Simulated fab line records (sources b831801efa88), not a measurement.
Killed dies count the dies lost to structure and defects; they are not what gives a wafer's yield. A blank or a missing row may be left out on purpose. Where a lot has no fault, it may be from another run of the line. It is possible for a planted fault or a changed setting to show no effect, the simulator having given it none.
Matching of chambers :: flow gf180mcu :: GF_V3_CMP_26 on cmp-01: 4 sister chambers
The step polishes, stops on SiO2, t overpolish 15 s, target thk 0 nm. 4 wafers are shown with their chamber, then 8 later ones without.

WAFERS, EACH WITH ITS CHAMBER
wafer: L078.6
chamber: 0
motorCurrentA (A): 10.2

wafer: L083.2
chamber: 3
motorCurrentA (A): 11.8

wafer: L083.5
chamber: 2
motorCurrentA (A): 11.3

wafer: L090.2
chamber: 1
motorCurrentA (A): 11.0

WAFERS MISSING THEIR CHAMBER
wafer: L090.3
motorCurrentA (A): 11.6

wafer: L090.6
motorCurrentA (A): 11.8

wafer: L093.2
motorCurrentA (A): 10.6

wafer: L093.3
motorCurrentA (A): 11.6

wafer: L093.4
motorCurrentA (A): 10.9

wafer: L096.1
motorCurrentA (A): 11.5

wafer: L096.2
motorCurrentA (A): 11.1

wafer: L096.3
motorCurrentA (A): 11.1

EACH ONE'S CHAMBER
wafer: L090.3
from the rows above: can't be placed: 3 or 2
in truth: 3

wafer: L090.6
from the rows above: 3
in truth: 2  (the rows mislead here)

wafer: L093.2
from the rows above: can't be placed: 0 or 1 or 2
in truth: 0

wafer: L093.3
from the rows above: can't be placed: 3 or 2
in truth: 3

wafer: L093.4
from the rows above: can't be placed: 1 or 2
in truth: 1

wafer: L096.1
from the rows above: can't be placed: 2 or 3 or 1
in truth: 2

wafer: L096.2
from the rows above: can't be placed: 1 or 2
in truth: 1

wafer: L096.3
from the rows above: can't be placed: 1 or 2
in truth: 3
Correct placement for 0 of the 8. Not placeable from these rows: 7 (in 6, the candidates include the true chamber). Number placed wrongly: 1.
How it was worked out, from the rows above alone: a wafer's distance from a chamber is the root of the sum, over the readings, of the square of ((its reading less the chamber's mean) divided by the reading's scatter). If the next closest chamber is less than 2 further off than the closest, the wafer can't be placed; otherwise it belongs to the closest. The mean given for a chamber averages the wafers shown for that chamber. The scatter: root of mean squared gap, hidden wafer to nearest shown wafer, with one shown wafer a chamber.
